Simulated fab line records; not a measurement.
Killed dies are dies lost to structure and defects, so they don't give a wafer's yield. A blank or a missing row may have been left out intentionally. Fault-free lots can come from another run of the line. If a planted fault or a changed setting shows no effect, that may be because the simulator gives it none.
Matching of chambers | flow gf180mcu | GF_V2_CVD_02 on pecvd-02: 3 sister chambers
The step deposits SiO2 from TEOS, target thk 850 nm, time 94.851 s. 18 wafers are shown with their chamber, then 9 later ones without.

== WAFERS PAIRED WITH THEIR CHAMBERS ==
wafer  | chamber | heater power outer w (W) | heater power w (W)
L564.1 | 2       | 441                      | 801
L564.2 | 1       | 325                      | 610
L564.5 | 0       | 484                      | 780
L565.1 | 0       | 466                      | 749
L565.4 | 0       | 488                      | 777
L565.5 | 0       | 508                      | 855
L569.3 | 0       | 527                      | 806
L569.5 | 1       | 416                      | 732
L569.6 | 2       | 462                      | 840
L570.2 | 1       | 370                      | 653
L570.3 | 2       | 360                      | 716
L570.5 | 0       | 462                      | 747
L571.3 | 2       | 418                      | 792
L571.5 | 0       | 394                      | 663
L571.6 | 2       | 435                      | 813
L573.1 | 1       | 370                      | 669
L573.2 | 2       | 448                      | 806
L573.4 | 1       | 398                      | 703

SIGNATURES, as means of the wafers listed above
reading              | chamber 0 | chamber 1 | chamber 2 | scatter within a chamber
heater power outer w | 475.57    | 375.80    | 427.33    | 38.4
heater power w       | 768.14    | 673.40    | 794.67    | 50.7
Rule: for a wafer and a chamber, the distance is found by dividing, reading by reading, the gap between the wafer's reading and the chamber's mean by the reading's scatter, squaring, summing and taking the root. The wafer belongs to the nearest chamber; if the next one is less than 2 further off, it can't be placed. The scatter: the root of (the sum of the squares of (reading less its chamber's mean) over the shown wafers, divided by (wafers less chambers)).

== WAFERS MISSING THEIR CHAMBER ==
wafer  | heater power outer w (W) | heater power w (W)
L582.2 | 478                      | 761
L582.5 | 516                      | 799
L582.6 | 320                      | 603
L584.2 | 343                      | 627
L584.3 | 421                      | 770
L584.5 | 383                      | 673
L587.1 | 520                      | 839
L587.2 | 424                      | 735
L587.6 | 389                      | 667

== WHICH CHAMBER EACH ONE RAN IN ==
wafer  | from the rows above          | in truth
L582.2 | can't be placed: 0 or 2      | 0
L582.5 | can't be placed: 0 or 2      | 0
L582.6 | 1                            | 1
L584.2 | 1                            | 1
L584.3 | can't be placed: 2 or 0 or 1 | 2
L584.5 | 1                            | 1
L587.1 | can't be placed: 0 or 2      | 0
L587.2 | can't be placed: 2 or 0 or 1 | 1
L587.6 | 1                            | 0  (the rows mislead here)
Placed correctly: 3 of 9. Can't be placed from these rows: 5 (the true chamber is among the candidates in 5). Placed wrongly: 1.
